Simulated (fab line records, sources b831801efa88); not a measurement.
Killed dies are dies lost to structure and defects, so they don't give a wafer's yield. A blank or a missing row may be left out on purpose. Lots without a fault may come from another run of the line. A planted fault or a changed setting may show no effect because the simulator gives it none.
Which tool did it? | flow gf180mcu | 14 lots, 40 wafers sampled, at 6 steps of a route of 602

WHAT THE GAUGES READ, wafer by wafer
GF_HV_LDD_CD_MEAS_31: target cd 400 nm. Usual: cd_nm 400.0 nm, standard deviation 2.5.
lot  | measured     | on        | cd_nm (nm)        | flag
L944 | day 11 08:29 | cd_sem-02 | 398.2 399.4 401.2 |
L946 | day 12 01:37 | cd_sem-01 | 399.9 400.9 401.0 |
L948 | day 12 21:19 | cd_sem-02 | 398.3 396.3 397.6 |
L949 | day 13 07:02 | cd_sem-01 | 405.0 406.0 406.3 |
L950 | day 13 13:54 | cd_sem-01 | 403.0 401.4 400.5 |
L951 | day 13 15:52 | cd_sem-01 | 398.6 400.4 399.9 |
L952 | day 14 05:40 | cd_sem-01 | 400.5 396.9 400.1 |
L953 | day 14 05:44 | cd_sem-02 | 398.3 399.4 400.5 |
L954 | day 14 18:34 | cd_sem-02 | 405.2 401.5 403.7 |
L955 | day 15 02:32 | cd_sem-01 | 394.8 396.4 394.9 |
L956 | day 15 08:11 | cd_sem-01 | 395.7 398.2 396.7 |
L957 | day 15 23:11 | cd_sem-01 | 400.8 401.1 401.6 |
L960 | day 16 13:46 | cd_sem-02 | 400.0 397.5       |
L965 | day 18 04:47 | cd_sem-01 | 402.1 400.3       |

GF_HV_LDD_CD_MEAS_46: target cd 400 nm. Usual: cd_nm 399.6 nm, standard deviation 2.3.
lot  | measured     | on        | cd_nm (nm)        | flag
L944 | day 12 04:14 | cd_sem-01 | 399.9 403.2 401.6 |
L946 | day 12 21:49 | cd_sem-01 | 396.1 396.7 396.1 |
L948 | day 13 17:52 | cd_sem-01 | 399.4 398.2 399.7 |
L949 | day 14 04:58 | cd_sem-02 | 397.7 398.7 399.2 |
L950 | day 14 11:19 | cd_sem-01 | 399.0 400.2 400.1 |
L951 | day 14 14:50 | cd_sem-01 | 404.0 399.9 400.9 |
L952 | day 15 03:22 | cd_sem-01 | 404.2 403.1 402.0 |
L953 | day 15 03:42 | cd_sem-01 | 399.6 400.7 400.6 |
L954 | day 15 16:28 | cd_sem-02 | 397.0 398.4 394.7 |
L955 | day 16 01:08 | cd_sem-01 | 402.9 400.1 399.1 |
L956 | day 16 06:17 | cd_sem-02 | 399.6 398.6 399.6 |
L957 | day 16 22:08 | cd_sem-01 | 398.8 397.8 397.2 |
L960 | day 17 12:25 | cd_sem-02 | 400.2 401.1       |
L965 | day 19 05:49 | cd_sem-02 | 401.3 400.3       |

GF_PSD_RS_MEAS_14: measures by four-point-probe. Usual: NSD_RS 46.18 ohm/sq, standard deviation 0.075.
lot  | measured     | on            | NSD_RS (ohm/sq)   | flag
L944 | day 14 01:00 | film_metro-01 | 46.29 46.17 46.14 |
L946 | day 14 19:52 | film_metro-02 | 46.17 46.11 46.10 |
L948 | day 15 17:43 | film_metro-01 | 46.35 46.21 46.32 |
L949 | day 16 04:38 | film_metro-04 | 46.11 46.19 46.19 |
L950 | day 16 10:10 | film_metro-02 | 46.16 46.12 46.28 |
L951 | day 16 14:38 | film_metro-04 | 46.30 46.20 46.20 |
L952 | day 17 04:14 | film_metro-02 | 46.12 46.20 46.14 |
L953 | day 17 04:32 | film_metro-04 | 46.19 46.17 46.07 |
L954 | day 17 16:31 | film_metro-02 | 46.20 46.09 46.19 |
L955 | day 18 01:28 | film_metro-01 | 46.21 46.11 46.04 |
L956 | day 18 08:41 | film_metro-02 | 46.16 46.30 46.22 |
L957 | day 19 01:21 | film_metro-01 | 46.23 46.13 46.28 |
L960 | day 19 14:53 | film_metro-02 | 45.14 46.17       | OFF
L965 | day 21 10:04 | film_metro-02 | 45.15 46.13       | OFF

WHICH TOOL RAN EACH LOT (tool, then ch and the chambers of the sampled wafers, then the start)
lot  | GF_HV_LDD_STRIP_49                   | GF_NSD_IMPLANT_09               | GF_NSD_STRIP_11
L944 | plasma_asher-01 ch 0,1, day 12 04:32 | implanter-04 ch 0, day 13 03:40 | plasma_asher-01 ch 0,1, day 13 03:56
L946 | plasma_asher-03 ch 0,1, day 12 22:06 | implanter-01 ch 0, day 13 21:50 | plasma_asher-01 ch 0,1, day 13 22:07
L948 | plasma_asher-02 ch 0,1, day 13 18:10 | implanter-04 ch 0, day 14 19:40 | plasma_asher-04 ch 0,1, day 14 19:58
L949 | plasma_asher-03 ch 0,1, day 14 05:16 | implanter-01 ch 0, day 15 05:40 | plasma_asher-02 ch 1, day 15 05:58
L950 | plasma_asher-02 ch 0,1, day 14 11:36 | implanter-04 ch 0, day 15 11:56 | plasma_asher-02 ch 0,1, day 15 12:11
L951 | plasma_asher-01 ch 0,1, day 14 15:07 | implanter-04 ch 0, day 15 15:47 | plasma_asher-01 ch 0,1, day 15 16:04
L952 | plasma_asher-02 ch 0,1, day 15 03:40 | implanter-04 ch 0, day 16 04:33 | plasma_asher-02 ch 0,1, day 16 04:51
L953 | plasma_asher-03 ch 0,1, day 15 04:00 | implanter-01 ch 0, day 16 04:54 | plasma_asher-04 ch 0,1, day 16 05:11
L954 | plasma_asher-01 ch 0,1, day 15 16:45 | implanter-01 ch 0, day 16 17:41 | plasma_asher-04 ch 0,1, day 16 17:58
L955 | plasma_asher-01 ch 0,1, day 16 01:26 | implanter-02 ch 0, day 17 02:01 | plasma_asher-02 ch 0,1, day 17 02:18
L956 | plasma_asher-03 ch 0,1, day 16 06:36 | implanter-04 ch 0, day 17 07:46 | plasma_asher-02 ch 0,1, day 17 08:04
L957 | plasma_asher-03 ch 1, day 16 22:25   | implanter-02 ch 0, day 18 00:20 | plasma_asher-01 ch 0,1, day 18 00:37
L960 | plasma_asher-02 ch 0,1, day 17 12:43 | implanter-02 ch 0, day 18 14:49 | plasma_asher-04 ch 1, day 18 15:07
L965 | plasma_asher-03 ch 0,1, day 19 06:07 | implanter-02 ch 0, day 20 09:19 | plasma_asher-02 ch 0, day 20 09:37
- GF_HV_LDD_STRIP_49: strips in O2/N2.
- GF_NSD_IMPLANT_09
- GF_NSD_STRIP_11: strips in O2/N2.

WHAT THE TOOLS THEMSELVES READ (means of the sampled wafers that have a number; where no wafer has one, the mark that the record gives instead)
GF_HV_LDD_STRIP_49. Usual: drypump_motor_current_A 6.1 A, standard deviation 0.39; heater_power_w 337 W, standard deviation 32; oes_product_au 0.715 a.u., standard deviation 0.0042; strip_time_to_endpoint_s 12.62 s, standard deviation 0.031.
lot  | tool            | drypump_motor_current_A (A) | heater_power_w (W) | oes_product_au (a.u.) | strip_time_to_endpoint_s (s) | flag
L944 | plasma_asher-01 | 6.2                         | 319                | 0.712                 | 12.62                        |
L946 | plasma_asher-03 | 5.8                         | 359                | 0.715                 | 12.67                        |
L948 | plasma_asher-02 | 6.2                         | 363                | 0.716                 | 12.62                        |
L949 | plasma_asher-03 | 6.1                         | 345                | 0.714                 | 12.66                        |
L950 | plasma_asher-02 | 5.8                         | 328                | 0.712                 | 12.58                        |
L951 | plasma_asher-01 | 6.3                         | 303                | 0.715                 | 12.57                        |
L952 | plasma_asher-02 | 5.8                         | 329                | 0.715                 | 12.61                        |
L953 | plasma_asher-03 | 5.9                         | 356                | 0.712                 | 12.57                        |
L954 | plasma_asher-01 | 6.3                         | 308                | 0.715                 | 12.61                        |
L955 | plasma_asher-01 | 6.3                         | 306                | 0.710                 | 12.64                        |
L956 | plasma_asher-03 | 5.9                         | 361                | 0.715                 | 12.65                        |
L957 | plasma_asher-03 | 5.7                         | 360                | 0.711                 | 12.63                        |
L960 | plasma_asher-02 | 6.0                         | 340                | 0.711                 | 12.62                        |
L965 | plasma_asher-03 | 5.9                         | 358                | 0.716                 | 12.63                        |

GF_NSD_STRIP_11. Usual: drypump_motor_current_A 5.9 A, standard deviation 0.51; heater_power_w 333 W, standard deviation 34; oes_product_au 0.487 a.u., standard deviation 0.0045; strip_time_to_endpoint_s 22.950 s, standard deviation 0.028.
lot  | tool            | drypump_motor_current_A (A) | heater_power_w (W) | oes_product_au (a.u.) | strip_time_to_endpoint_s (s) | flag
L944 | plasma_asher-01 | 6.3                         | 304                | 0.487                 | 22.963                       |
L946 | plasma_asher-01 | 6.3                         | 307                | 0.487                 | 22.967                       |
L948 | plasma_asher-04 | 5.3                         | 332                | 0.487                 | 22.929                       |
L949 | plasma_asher-02 | 5.5                         | 303                | 0.483                 | 22.942                       |
L950 | plasma_asher-02 | 6.2                         | 354                | 0.490                 | 22.977                       |
L951 | plasma_asher-01 | 6.3                         | 310                | 0.485                 | 22.929                       |
L952 | plasma_asher-02 | 6.2                         | 364                | 0.482                 | 22.952                       |
L953 | plasma_asher-04 | 5.3                         | 330                | 0.486                 | 22.967                       |
L954 | plasma_asher-04 | 5.3                         | 334                | 0.487                 | 22.967                       |
L955 | plasma_asher-02 | 5.8                         | 329                | 0.483                 | 22.946                       |
L956 | plasma_asher-02 | 6.2                         | 361                | 0.487                 | 22.965                       |
L957 | plasma_asher-01 | 6.2                         | 313                | 0.485                 | 22.934                       |
L960 | plasma_asher-04 | 5.1                         | 328                | 0.480                 | 23.248                       | OFF
L965 | plasma_asher-02 | 6.5                         | 392                | 0.484                 | 23.350                       | OFF

THE ANSWER, worked out from the rows above alone
Rule: a lot is off if the mean of its wafers that have a number lies more than 3 standard deviations from the usual mean. A lot without any number at a reading at which 4 lots or more have one is off too. The other lots that the step has rows for count as sound. The gauges are gone through in route order, then the tools' own readings, and for those a lot's mean is taken as printed above. The first step at which some lot is off is used, and at that step the reading that is off furthest; a lot without a number counts as furthest.
Off: L960, L965, at GF_PSD_RS_MEAS_14 (NSD_RS).
A tool fits if, at a process step before that reading, it ran every lot that is off, and no sound lot after the first of them. The gauges at GF_PSD_RS_MEAS_14 aren't tried: what is off there is off at GF_NSD_STRIP_11 too, on other tools, and a gauge's error can't cause that. One fits: implanter-02 at GF_NSD_IMPLANT_09. Its last sound lot is L957 (day 18 00:20), its first lot that is off L960 (day 18 14:49): a fault that began between those two fits.

WHAT THE SIMULATOR HAD PUT IN
Process parameter drift: implanter-02, from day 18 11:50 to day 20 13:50, at GF_NSD_IMPLANT_09. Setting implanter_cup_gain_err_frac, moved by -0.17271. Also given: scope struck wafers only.
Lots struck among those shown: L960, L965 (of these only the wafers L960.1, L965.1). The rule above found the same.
